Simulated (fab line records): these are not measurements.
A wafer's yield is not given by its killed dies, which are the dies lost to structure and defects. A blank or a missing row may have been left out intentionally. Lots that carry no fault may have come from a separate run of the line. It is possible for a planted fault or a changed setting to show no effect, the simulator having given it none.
fab line records + flow sky130
[record]
- lots = 12
- wafers = 36
- lastDay = 50
route steps=708 shown LI_CONTACT@365 CONTACT@415 METAL1@440 PAD_OPEN@708
lots with no fault: from the same line, run without faults
startH: hours from the record's opening day to when the first of the lot's shown wafers began + waitH: hours from the lot's prior step to this one + " identical to the entry in the row above + L1.1+2: a single row standing in for several wafers + - no value present, or no start provided + * or withheld: withheld + < > ~ a bound
route shown NAME@n: names a module that has steps shown in the file, with the first one's number in the route + usual: average and standard deviation across the fault-free wafers + same: alike in all rows + chamber/n: place in a boat + sites: the reading at each site + _std_site: standard deviation across them + _edge_site: mean of outer sites minus mean of inner sites + radiusMm: for every site, how far away it sits from the centre of the wafer + mask NAME#n: copy n + behind: the last tool/chamber to shape the wafer + hold: why the lot went on hold/how many hours it stayed there/how the hold came to an end + device: whichever transistor did not switch (one of n, p or np) + end of line: tests run on the same wafers once the route is complete + a step given without rows: its recipe and nothing more + killed: not the wafer's yield, but the dies lost to structure and defects at the first sort + map: per-die view of a wafer (x killed, . not killed, _ where there is no die)
set.NAME: the run value of the setting; set.NAME@STEP: its run value at that earlier step + model.NAME: the simulator's own value behind a step, which no gauge read
steps of the route over a sample of lots; a table a step, a row a wafer
services: the hour from which a tool's chamber was out of use, counted from the record's first day as startH (under 0 if before that day), plus the number of hours and why
[[steps]]
[step SKY_LI_CONTACT_BOW_MEAS_03]
[recipe]
- mode = bow
[usual]
- LI_CONTACT_BOW = 55/6.9
| lot.wafer | tool         | chamber | startH | waitH | LI_CONTACT_BOW[um] |
|-----------|--------------|---------|--------|-------|--------------------|
| L130.3    | filmMetro-03 | -       | 643.26 | 0.2   | 62                 |
| L130.5    | "            | -       | "      | "     | 57                 |
| L130.6    | "            | -       | "      | "     | 59                 |
| L132.1    | filmMetro-03 | -       | 660.94 | 0.1   | 61                 |
| L132.4    | "            | -       | "      | "     | 56                 |
| L132.5    | "            | -       | "      | "     | 53                 |
| L134.3    | filmMetro-03 | -       | 689.75 | 0.2   | 56                 |
| L134.5    | "            | -       | "      | "     | 59                 |
| L134.6    | "            | -       | "      | "     | 46                 |
| L136.3    | filmMetro-01 | -       | 702.02 | 0.2   | 53                 |
| L136.4    | "            | -       | "      | "     | 61                 |
| L136.6    | "            | -       | "      | "     | 56                 |
| L138.1    | filmMetro-01 | -       | 718.20 | 0.1   | 63                 |
| L138.5    | "            | -       | "      | "     | 53                 |
| L138.6    | "            | -       | "      | "     | 56                 |
| L142.4    | filmMetro-03 | -       | 760.10 | 0.3   | 38                 |
| L142.5    | "            | -       | "      | "     | 51                 |
| L142.6    | "            | -       | "      | "     | 55                 |
| L145.1    | filmMetro-01 | -       | 772.69 | 0.2   | 42                 |
| L145.4    | "            | -       | "      | "     | 37                 |
| L145.5    | "            | -       | "      | "     | 53                 |
| L147.1    | filmMetro-03 | -       | 781.99 | 0.2   | 39                 |
| L147.3    | "            | -       | "      | "     | 53                 |
| L147.4    | "            | -       | "      | "     | 57                 |
| L149.2    | filmMetro-01 | -       | 799.41 | 0.2   | 52                 |
| L149.5    | "            | -       | "      | "     | 63                 |
| L149.6    | "            | -       | "      | "     | 46                 |
| L151.1    | filmMetro-03 | -       | 815.42 | 0.2   | 58                 |
| L151.2    | "            | -       | "      | "     | 56                 |
| L151.5    | "            | -       | "      | "     | 51                 |
| L152.1    | filmMetro-04 | -       | 822.55 | 0.1   | 60                 |
| L152.5    | "            | -       | "      | "     | 76                 |
| L152.6    | "            | -       | "      | "     | 50                 |
| L153.1    | filmMetro-03 | -       | 825.23 | 0.2   | 57                 |
| L153.4    | "            | -       | "      | "     | 64                 |
| L153.6    | "            | -       | "      | "     | 57                 |
[step SKY_CONTACT_COAT_09]
[recipe]
- resist = KrF-thick
- spinRpm = 3000
- resistThkNm = 450
[usual]
- dispensePressureKPa = 47.0/0.71
| lot.wafer | tool          | chamber | startH | waitH | dispensePressureKPa |
|-----------|---------------|---------|--------|-------|---------------------|
| L130.3    | lithoTrack-02 | 0       | 717    | -     | 47.1                |
| L130.5    | "             | 0       | "      | "     | 47.1                |
| L130.6    | "             | 0       | "      | "     | 47.1                |
| L132.1    | lithoTrack-03 | 0       | 734    | -     | 47.9                |
| L132.4    | "             | 0       | "      | "     | 47.9                |
| L132.5    | "             | 0       | "      | "     | 47.8                |
| L134.3    | lithoTrack-02 | 0       | 764    | -     | 47.0                |
| L134.5    | "             | 0       | "      | "     | 47.1                |
| L134.6    | "             | 0       | "      | "     | 47.1                |
| L136.3    | lithoTrack-02 | 0       | 772    | -     | 47.1                |
| L136.4    | "             | 0       | "      | "     | 47.1                |
| L136.6    | "             | 0       | "      | "     | 47.1                |
| L138.1    | lithoTrack-01 | 0       | 788    | -     | 46.1                |
| L138.5    | "             | 0       | "      | "     | 46.1                |
| L138.6    | "             | 0       | "      | "     | 46.1                |
| L142.4    | lithoTrack-01 | 0       | 827    | -     | 46.1                |
| L142.5    | "             | 0       | "      | "     | 46.1                |
| L142.6    | "             | 0       | "      | "     | 46.1                |
| L145.1    | lithoTrack-01 | 0       | 842    | -     | 46.1                |
| L145.4    | "             | 0       | "      | "     | 46.1                |
| L145.5    | "             | 0       | "      | "     | 46.1                |
| L147.1    | lithoTrack-01 | 0       | 850    | -     | 46.1                |
| L147.3    | "             | 0       | "      | "     | 46.1                |
| L147.4    | "             | 0       | "      | "     | 46.1                |
| L149.2    | lithoTrack-03 | 0       | 869    | -     | 47.9                |
| L149.5    | "             | 0       | "      | "     | 47.8                |
| L149.6    | "             | 0       | "      | "     | 47.9                |
| L151.1    | lithoTrack-03 | 0       | 883    | -     | 47.9                |
| L151.2    | "             | 0       | "      | "     | 47.9                |
| L151.5    | "             | 0       | "      | "     | 47.9                |
| L152.1    | lithoTrack-02 | 0       | 890    | -     | 47.1                |
| L152.5    | "             | 0       | "      | "     | 47.1                |
| L152.6    | "             | 0       | "      | "     | 47.1                |
| L153.1    | lithoTrack-03 | 0       | 893    | -     | 47.8                |
| L153.4    | "             | 0       | "      | "     | 47.9                |
| L153.6    | "             | 0       | "      | "     | 47.8                |
[step SKY_CONTACT_CD_MEAS_14]
[recipe]
- targetCdNm = 170
[usual]
- cdNm = 170.3/1.5
| lot.wafer | tool     | chamber | startH | waitH | cdNm  |
|-----------|----------|---------|--------|-------|-------|
| L130.3    | cdSem-02 | -       | 732.05 | -     | 170.4 |
| L130.5    | "        | -       | "      | "     | 170.5 |
| L130.6    | "        | -       | "      | "     | 168.3 |
| L132.1    | cdSem-02 | -       | 747.96 | -     | 171.5 |
| L132.4    | "        | -       | "      | "     | 171.8 |
| L132.5    | "        | -       | "      | "     | 171.0 |
| L134.3    | cdSem-01 | -       | 778.01 | -     | 170.8 |
| L134.5    | "        | -       | "      | "     | 171.6 |
| L134.6    | "        | -       | "      | "     | 171.0 |
| L136.3    | cdSem-01 | -       | 785.96 | -     | 170.4 |
| L136.4    | "        | -       | "      | "     | 170.3 |
| L136.6    | "        | -       | "      | "     | 172.1 |
| L138.1    | cdSem-01 | -       | 801.42 | -     | 169.1 |
| L138.5    | "        | -       | "      | "     | 169.7 |
| L138.6    | "        | -       | "      | "     | 168.8 |
| L142.4    | cdSem-01 | -       | 841.17 | -     | 170.0 |
| L142.5    | "        | -       | "      | "     | 170.5 |
| L142.6    | "        | -       | "      | "     | 170.6 |
| L145.1    | cdSem-02 | -       | 855.06 | -     | 170.3 |
| L145.4    | "        | -       | "      | "     | 171.8 |
| L145.5    | "        | -       | "      | "     | 172.4 |
| L147.1    | cdSem-02 | -       | 864.16 | -     | 165.6 |
| L147.3    | "        | -       | "      | "     | 164.1 |
| L147.4    | "        | -       | "      | "     | 164.8 |
| L149.2    | cdSem-01 | -       | 881.94 | -     | 169.2 |
| L149.5    | "        | -       | "      | "     | 170.2 |
| L149.6    | "        | -       | "      | "     | 171.3 |
| L151.1    | cdSem-02 | -       | 898.37 | -     | 168.7 |
| L151.2    | "        | -       | "      | "     | 168.8 |
| L151.5    | "        | -       | "      | "     | 170.2 |
| L152.1    | cdSem-01 | -       | 903.71 | -     | 172.7 |
| L152.5    | "        | -       | "      | "     | 170.6 |
| L152.6    | "        | -       | "      | "     | 172.5 |
| L153.1    | cdSem-02 | -       | 906.61 | -     | 168.8 |
| L153.4    | "        | -       | "      | "     | 168.1 |
| L153.6    | "        | -       | "      | "     | 168.9 |
[step SKY_CONTACT_OVL_MEAS_15]
[usual]
- CONTACT_OVL = 0/6.8
| lot.wafer | tool       | chamber | startH | waitH | CONTACT_OVL[nm] |
|-----------|------------|---------|--------|-------|-----------------|
| L130.3    | overlay-02 | -       | 732.14 | 0.1   | -3              |
| L130.5    | "          | -       | "      | "     | -5              |
| L130.6    | "          | -       | "      | "     | -2              |
| L132.1    | overlay-02 | -       | 748.08 | 0.1   | 1               |
| L132.4    | "          | -       | "      | "     | 6               |
| L132.5    | "          | -       | "      | "     | 4               |
| L134.3    | overlay-02 | -       | 778.11 | 0.1   | 5               |
| L134.5    | "          | -       | "      | "     | 7               |
| L134.6    | "          | -       | "      | "     | 0               |
| L136.3    | overlay-02 | -       | 786.06 | 0.1   | 0               |
| L136.4    | "          | -       | "      | "     | -1              |
| L136.6    | "          | -       | "      | "     | 4               |
| L138.1    | overlay-01 | -       | 801.54 | 0.1   | -3              |
| L138.5    | "          | -       | "      | "     | -13             |
| L138.6    | "          | -       | "      | "     | -3              |
| L142.4    | overlay-02 | -       | 841.25 | 0.1   | -13             |
| L142.5    | "          | -       | "      | "     | -17             |
| L142.6    | "          | -       | "      | "     | -11             |
| L145.1    | overlay-01 | -       | 855.18 | 0.1   | 2               |
| L145.4    | "          | -       | "      | "     | 6               |
| L145.5    | "          | -       | "      | "     | 2               |
| L147.1    | overlay-02 | -       | 864.28 | 0.1   | 2               |
| L147.3    | "          | -       | "      | "     | 1               |
| L147.4    | "          | -       | "      | "     | -3              |
| L149.2    | overlay-01 | -       | 882.05 | 0.1   | -8              |
| L149.5    | "          | -       | "      | "     | 9               |
| L149.6    | "          | -       | "      | "     | -3              |
| L151.1    | overlay-01 | -       | 898.49 | 0.1   | -1              |
| L151.2    | "          | -       | "      | "     | 10              |
| L151.5    | "          | -       | "      | "     | 4               |
| L152.1    | overlay-02 | -       | 903.83 | 0.1   | 16              |
| L152.5    | "          | -       | "      | "     | 16              |
| L152.6    | "          | -       | "      | "     | 15              |
| L153.1    | overlay-02 | -       | 906.73 | 0.1   | 1               |
| L153.4    | "          | -       | "      | "     | 2               |
| L153.6    | "          | -       | "      | "     | 2               |
[step SKY_CONTACT_STRIP_19]
[recipe]
- chemistry = O2/N2
- powerW = 1400
- pressureMtorr = 1500
- platenTempC = withheld
- o2FlowSccm = 3000
- n2FlowSccm = 300
- overashFraction = 0.5
[usual]
- drypumpMotorCurrentA = 5.56/0.29
- oesProductAu = 0.381/0.0046
- stripTimeToEndpointS = 3.61/0.033
| lot.wafer | tool           | chamber | startH | waitH | drypumpMotorCurrentA | oesProductAu | rfHoursCounterH | stripTimeToEndpointS |
|-----------|----------------|---------|--------|-------|----------------------|--------------|-----------------|----------------------|
| L130.3    | plasmaAsher-03 | 0       | 732.33 | -     | 5.46                 | 0.385        | -               | 3.59                 |
| L130.5    | "              | 1       | "      | "     | 5.11                 | 0.380        | -               | 3.59                 |
| L130.6    | "              | 0       | "      | "     | 5.43                 | 0.375        | -               | 3.60                 |
| L132.1    | plasmaAsher-03 | 1       | 748.25 | -     | 5.12                 | 0.382        | 62              | 3.60                 |
| L132.4    | "              | 0       | "      | "     | 5.45                 | 0.380        | -               | 3.67                 |
| L132.5    | "              | 0       | "      | "     | 5.45                 | 0.373        | -               | 3.66                 |
| L134.3    | plasmaAsher-02 | 0       | 778.30 | -     | 5.64                 | 0.386        | -               | 3.61                 |
| L134.5    | "              | 1       | "      | "     | 5.50                 | 0.381        | -               | 3.56                 |
| L134.6    | "              | 0       | "      | "     | 5.65                 | 0.375        | -               | 3.65                 |
| L136.3    | plasmaAsher-01 | 0       | 786.24 | -     | 6.09                 | 0.383        | -               | 3.62                 |
| L136.4    | "              | 1       | "      | "     | 5.60                 | 0.380        | -               | 3.64                 |
| L136.6    | "              | 0       | "      | "     | 6.09                 | 0.386        | -               | 3.63                 |
| L138.1    | plasmaAsher-01 | 0       | 801.71 | -     | 6.07                 | 0.383        | 96              | 3.58                 |
| L138.5    | "              | 1       | "      | "     | 5.57                 | 0.380        | -               | 3.62                 |
| L138.6    | "              | 0       | "      | "     | 6.09                 | 0.380        | -               | 3.60                 |
| L142.4    | plasmaAsher-02 | 0       | 841.43 | -     | 5.66                 | 0.388        | -               | 3.66                 |
| L142.5    | "              | 1       | "      | "     | 5.51                 | 0.383        | -               | 3.65                 |
| L142.6    | "              | 0       | "      | "     | 5.65                 | 0.385        | -               | 3.62                 |
| L145.1    | plasmaAsher-03 | 1       | 855.35 | -     | 5.16                 | 0.385        | 73              | 3.60                 |
| L145.4    | "              | 0       | "      | "     | 5.43                 | 0.380        | -               | 3.65                 |
| L145.5    | "              | 0       | "      | "     | 5.45                 | 0.382        | -               | 3.63                 |
| L147.1    | plasmaAsher-01 | 1       | 864.45 | -     | 5.62                 | 0.436        | 102             | 4.96                 |
| L147.3    | "              | 0       | "      | "     | 6.10                 | 0.435        | -               | 4.94                 |
| L147.4    | "              | 1       | "      | "     | 5.63                 | 0.431        | -               | 4.96                 |
| L149.2    | plasmaAsher-02 | 0       | 882.21 | -     | 5.66                 | 0.379        | 13              | 3.66                 |
| L149.5    | "              | 1       | "      | "     | 5.53                 | 0.383        | -               | 3.62                 |
| L149.6    | "              | 0       | "      | "     | 5.64                 | 0.372        | -               | 3.58                 |
| L151.1    | plasmaAsher-03 | 0       | 898.66 | -     | 5.44                 | 0.385        | 77              | 3.66                 |
| L151.2    | "              | 1       | "      | "     | 5.16                 | 0.383        | 77              | 3.60                 |
| L151.5    | "              | 0       | "      | "     | 5.44                 | 0.375        | -               | 3.58                 |
| L152.1    | plasmaAsher-01 | 0       | 904.00 | -     | 6.09                 | 0.380        | 106             | 3.59                 |
| L152.5    | "              | 0       | "      | "     | 6.08                 | 0.380        | -               | 3.60                 |
| L152.6    | "              | 1       | "      | "     | 5.57                 | 0.375        | -               | 3.65                 |
| L153.1    | plasmaAsher-02 | 1       | 906.90 | -     | 5.50                 | 0.378        | 16              | 3.61                 |
| L153.4    | "              | 0       | "      | "     | 5.66                 | 0.375        | -               | 3.63                 |
| L153.6    | "              | 1       | "      | "     | 5.52                 | 0.390        | -               | 3.59                 |
[step SKY_METAL1_THK_MEAS_06]
[recipe]
- thkMeasGauge = xrf
- reads = AlCu_of_METAL1_SPUTTER_02
[usual]
- METAL1_ALCU_THK = 252/3.8
| lot.wafer | tool         | chamber | startH | waitH | METAL1_ALCU_THK[nm] |
|-----------|--------------|---------|--------|-------|---------------------|
| L130.3    | filmMetro-04 | -       | 733.85 | 0.1   | 259                 |
| L130.5    | "            | -       | "      | "     | 259                 |
| L130.6    | "            | -       | "      | "     | 254                 |
| L132.1    | filmMetro-03 | -       | 752.33 | 0.1   | 250                 |
| L132.4    | "            | -       | "      | "     | 251                 |
| L132.5    | "            | -       | "      | "     | 252                 |
| L134.3    | filmMetro-02 | -       | 779.79 | 0.1   | 254                 |
| L134.5    | "            | -       | "      | "     | 255                 |
| L134.6    | "            | -       | "      | "     | 255                 |
| L136.3    | filmMetro-02 | -       | 787.73 | 0.1   | 256                 |
| L136.4    | "            | -       | "      | "     | 260                 |
| L136.6    | "            | -       | "      | "     | 258                 |
| L138.1    | filmMetro-02 | -       | 803.25 | 0.1   | 260                 |
| L138.5    | "            | -       | "      | "     | 258                 |
| L138.6    | "            | -       | "      | "     | 253                 |
| L142.4    | filmMetro-02 | -       | 842.94 | 0.1   | 252                 |
| L142.5    | "            | -       | "      | "     | 247                 |
| L142.6    | "            | -       | "      | "     | 251                 |
| L145.1    | filmMetro-02 | -       | 856.86 | 0.1   | 252                 |
| L145.4    | "            | -       | "      | "     | 256                 |
| L145.5    | "            | -       | "      | "     | 257                 |
| L147.1    | filmMetro-02 | -       | 865.95 | 0.1   | 250                 |
| L147.3    | "            | -       | "      | "     | 253                 |
| L147.4    | "            | -       | "      | "     | 252                 |
| L149.2    | filmMetro-02 | -       | 883.77 | 0.1   | 251                 |
| L149.5    | "            | -       | "      | "     | 253                 |
| L149.6    | "            | -       | "      | "     | 252                 |
| L151.1    | filmMetro-03 | -       | 900.24 | 0.1   | 248                 |
| L151.2    | "            | -       | "      | "     | 253                 |
| L151.5    | "            | -       | "      | "     | 249                 |
| L152.1    | filmMetro-02 | -       | 905.54 | 0.1   | 247                 |
| L152.5    | "            | -       | "      | "     | 251                 |
| L152.6    | "            | -       | "      | "     | 250                 |
| L153.1    | filmMetro-02 | -       | 908.40 | 0.1   | 255                 |
| L153.4    | "            | -       | "      | "     | 253                 |
| L153.6    | "            | -       | "      | "     | 249                 |
[step SKY_PAD_OPEN_PROBE_99]
[usual]
- killed_at_M0_to_M3 = 43/7.6
- killed_at_M4_up = 2.9/1.9
- killedAtContacts = 24/5
- killedAtFrontEnd = 15/4.3
- killedAtOther = 0.3/0.54
- killedDies = 85/10
- killedOpen = 47/7
- killedShort = 38/6.4
[same]
- grossDies = 492
- killedAtBackSide = 0
| lot.wafer | tool      | chamber | startH  | waitH | killed_at_M0_to_M3 | killed_at_M4_up | killedAtContacts | killedAtFrontEnd | killedAtOther | killedDies | killedOpen | killedShort |
|-----------|-----------|---------|---------|-------|--------------------|-----------------|------------------|------------------|---------------|------------|------------|-------------|
| L147.3    | prober-01 | -       | 1171.75 | 0.2   | 41                 | 1               | 30               | 19               | 1             | 92         | 51         | 41          |
| L147.4    | prober-01 | -       | 1171.80 | 0.2   | 40                 | 3               | 22               | 22               | 0             | 87         | 53         | 34          |
// killed by level:class
L147.3 VIA1:geometricParticle:open=9 CONTACT:geometricParticle:open=9 POLY_GATE:geometricParticle:open=7 LI_CONTACT:geometricParticle:open=7 CONTACT:geometricParticle:short=6 METAL1:geometricParticle:short=6 VIA3:geometricParticle:open=6 FIELD_ISO:geometricParticle:short=5
L147.4 VIA1:geometricParticle:open=14 CONTACT:geometricParticle:open=11 POLY_GATE:geometricParticle:open=6 VIA1:geometricParticle:short=5 VIA2:geometricParticle:open=5 FIELD_ISO:geometricParticle:short=4 FIELD_ISO:geometricParticle:open=4 LI_CONTACT:geometricParticle:short=3
[[services]]
| tool           | chamber | startH | hours | kind      |
|----------------|---------|--------|-------|-----------|
| plasmaAsher-01 | -       | 732.18 | 2.8   | pm        |
| plasmaAsher-02 | -       | 733.80 | 9.0   | pm        |
| plasmaAsher-02 | 0       | 733.80 | 9.0   | ventCycle |
| plasmaAsher-02 | 1       | 733.80 | 9.0   | ventCycle |
| plasmaAsher-02 | 0       | 742.80 | -     | clean     |
| plasmaAsher-02 | 1       | 742.80 | -     | clean     |
| plasmaAsher-02 | -       | 751.26 | 4.6   | repair    |
| plasmaAsher-01 | -       | 815.12 | 2.1   | repair    |
| plasmaAsher-02 | -       | 831.02 | 2.7   | repair    |
| plasmaAsher-01 | -       | 869.28 | 0.9   | repair    |
[[key]]
[firstSign]
- step = SKY_CONTACT_CD_MEAS_14
- reading = cdNm
- direction = down
- sigmas = 3.6
- usual = 170.3
- struck = 164.8
[effect]
- step = SKY_CONTACT_STRIP_19
- reading = stripTimeToEndpointS
- direction = up
- sigmas = 41
- usual = *
- struck = *
metAt SKY_CONTACT_COAT_09
struckLots L147
testerLeftOut L147
notActingAt SKY_LI_CONTACT_BOW_MEAS_03,SKY_CONTACT_OVL_MEAS_15,SKY_METAL1_THK_MEAS_06
onsetBetween 842 850
[fault]
- kind = processParameterDrift
- tool = lithoTrack-01
- chamber = -
- onsetH = 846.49
- steps = SKY_CONTACT_COAT_09
- channel = resistThkNm
- offset = 122.48
- shape = step
- endH = 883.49
- actsIn = theseRecipesOnly
- stated = 450
// testerLeftOut: of these lots the tester's yield and bins aren't shown, on N5 and GAA mostly nor the transistor test; their killed dies are dies lost to structure and defects alone, not to doping, threshold or leakage, so they don't give the yield
